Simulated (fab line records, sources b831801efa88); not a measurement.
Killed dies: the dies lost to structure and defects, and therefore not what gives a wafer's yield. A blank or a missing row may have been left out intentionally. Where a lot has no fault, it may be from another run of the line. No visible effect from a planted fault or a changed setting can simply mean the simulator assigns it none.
Matching of chambers	flow gf180mcu	cmp-02 running GF_CONTACT_CMP_27: 4 sister chambers
The step polishes, stops on SiO2, t overpolish 15 s, target thk 0 nm. 8 wafers are shown with their chamber, then 7 later ones without.

== WAFERS WITH THEIR CHAMBER ==
wafer	chamber	motor_current_A (A)	time_to_endpoint_s (s)
L916.5	1	9.7	73
L917.2	2	13.1	73
L923.5	1	9.0	69
L923.6	0	12.1	74
L932.2	0	12.7	72
L932.3	3	10.9	77
L932.6	2	13.2	75
L933.1	3	11.1	75

== WAFERS MISSING THEIR CHAMBER ==
wafer	motor_current_A (A)	time_to_endpoint_s (s)
L933.5	12.2	71
L933.6	10.9	76
L935.1	8.9	74
L935.3	11.8	75
L935.5	11.2	74
L938.4	13.7	78
L938.5	12.9	73

== EACH ONE'S CHAMBER ==
wafer	from the rows above	in truth
L933.5	0	0
L933.6	3	3
L935.1	1	1
L935.3	can't be placed: 0 or 3 or 2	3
L935.5	3	3
L938.4	2	2
L938.5	can't be placed: 2 or 0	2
Correctly placed: 5 of 7. These rows do not allow placing 2 (true chamber among the candidates in 2). Placed wrongly: 0.
How it was worked out, from the rows above alone: a wafer's distance from a chamber is the root of the sum, over the readings, of the square of ((its reading less the chamber's mean) divided by the reading's scatter). If the next closest chamber is less than 2 further off than the closest, the wafer can't be placed; otherwise it belongs to the closest. A chamber's mean is the mean of its shown wafers. The scatter: take each reading less its chamber's mean, square it, sum over the shown wafers, divide by the number of wafers less the number of chambers, and take the root.
